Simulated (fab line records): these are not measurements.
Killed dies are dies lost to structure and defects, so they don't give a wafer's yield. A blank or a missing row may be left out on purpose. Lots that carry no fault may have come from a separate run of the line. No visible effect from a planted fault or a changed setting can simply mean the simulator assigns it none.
Which tool is to blame? / flow sky130 / 14 lots, 42 wafers sampled, at 2 steps of a route of 708

WHAT THE GAUGES READ, wafer by wafer
SKY_METAL1_CD_MEAS_15 targets a cd of 140 nm.
lot=L816; measured=day 33 14:22; on=cdSem-02; cdNm (nm)=140.4 140.4 139.2
lot=L817; measured=day 33 21:49; on=cdSem-01; cdNm (nm)=137.1 138.2 137.5
lot=L820; measured=day 35 02:46; on=cdSem-01; cdNm (nm)=137.3 136.9 137.0
lot=L821; measured=day 35 15:17; on=cdSem-01; cdNm (nm)=137.2 136.8 137.8
lot=L822; measured=day 35 20:44; on=cdSem-02; cdNm (nm)=140.6 141.2 140.2
lot=L823; measured=day 36 17:56; on=cdSem-02; cdNm (nm)=138.3 138.7 139.0
lot=L825; measured=day 37 01:10; on=cdSem-02; cdNm (nm)=139.5 139.1 138.8
lot=L826; measured=day 37 07:16; on=cdSem-02; cdNm (nm)=140.9 139.7 140.2
lot=L829; measured=day 37 21:28; on=cdSem-01; cdNm (nm)=142.3 142.5 141.8
lot=L830; measured=day 38 07:32; on=cdSem-02; cdNm (nm)=140.8 140.0 141.0
lot=L831; measured=day 38 08:14; on=cdSem-02; cdNm (nm)=138.0 138.4 139.4
lot=L832; measured=day 38 18:01; on=cdSem-01; cdNm (nm)=141.5 140.7 140.2
lot=L837; measured=day 40 08:38; on=cdSem-01; cdNm (nm)=140.6 140.3 140.0
lot=L838; measured=day 40 09:04; on=cdSem-02; cdNm (nm)=141.2 140.7 141.5

SKY_VIA1_THK_MEAS_23: measures by xrf.
lot=L816; measured=day 34 20:17; on=filmMetro-04; VIA1_W_THK (nm)=269 266 266
lot=L817; measured=day 35 03:35; on=filmMetro-04; VIA1_W_THK (nm)=265 262 267
lot=L820; measured=day 36 08:15; on=filmMetro-03; VIA1_W_THK (nm)=266 270 266
lot=L821; measured=day 36 20:41; on=filmMetro-02; VIA1_W_THK (nm)=262 262 265
lot=L822; measured=day 37 01:44; on=filmMetro-03; VIA1_W_THK (nm)=266 268 269
lot=L823; measured=day 37 22:33; on=filmMetro-03; VIA1_W_THK (nm)=268 265 267
lot=L825; measured=day 38 06:36; on=filmMetro-04; VIA1_W_THK (nm)=272 270 269
lot=L826; measured=day 38 11:53; on=filmMetro-04; VIA1_W_THK (nm)=273 271 269
lot=L829; measured=day 39 01:34; on=filmMetro-03; VIA1_W_THK (nm)=264 269 266
lot=L830; measured=day 39 11:25; on=filmMetro-03; VIA1_W_THK (nm)=273 269 271
lot=L831; measured=day 39 12:29; on=filmMetro-04; VIA1_W_THK (nm)=274 274 273
lot=L832; measured=day 39 22:14; on=filmMetro-04; VIA1_W_THK (nm)=270 269 267
lot=L837; measured=day 41 09:55; on=filmMetro-02; VIA1_W_THK (nm)=262 263 265
lot=L838; measured=day 41 11:37; on=filmMetro-04; VIA1_W_THK (nm)=272 266 266

WHICH TOOL RAN EACH LOT (tool, then ch and the chambers of the sampled wafers, then the start)
The record holds no process step before these readings.

AS READ BY THE TOOLS THEMSELVES (means over the sampled wafers that have a number; for cases with no such wafer, the mark the record gives instead)
The record holds no such reading with a usual standard deviation.

THE ANSWER, worked out from the rows above alone
Rule: usual is defined by the lots themselves. Put in order of their means at a reading, lots are off if they are a third of the lots or fewer, leave a main group of 4 or more, and stand apart from it by a gap of 3 or more times the standard deviation of the main group's means; of several such gaps the widest counts. Not used: any main group whose means are identical at the precision the tables above print for the reading. Also off: a lot with no number at a reading for which 4 or more lots have one. The other lots that the step has rows for count as sound. First the gauges in route order, then the tools' own readings, where a lot's mean is used as printed above. The first step at which some lot is off is used, and at that step the reading that is off furthest; a lot without a number counts as furthest.
Nothing can be told from this: no lot is off at any reading shown.

WHAT THE SIMULATOR PUT IN
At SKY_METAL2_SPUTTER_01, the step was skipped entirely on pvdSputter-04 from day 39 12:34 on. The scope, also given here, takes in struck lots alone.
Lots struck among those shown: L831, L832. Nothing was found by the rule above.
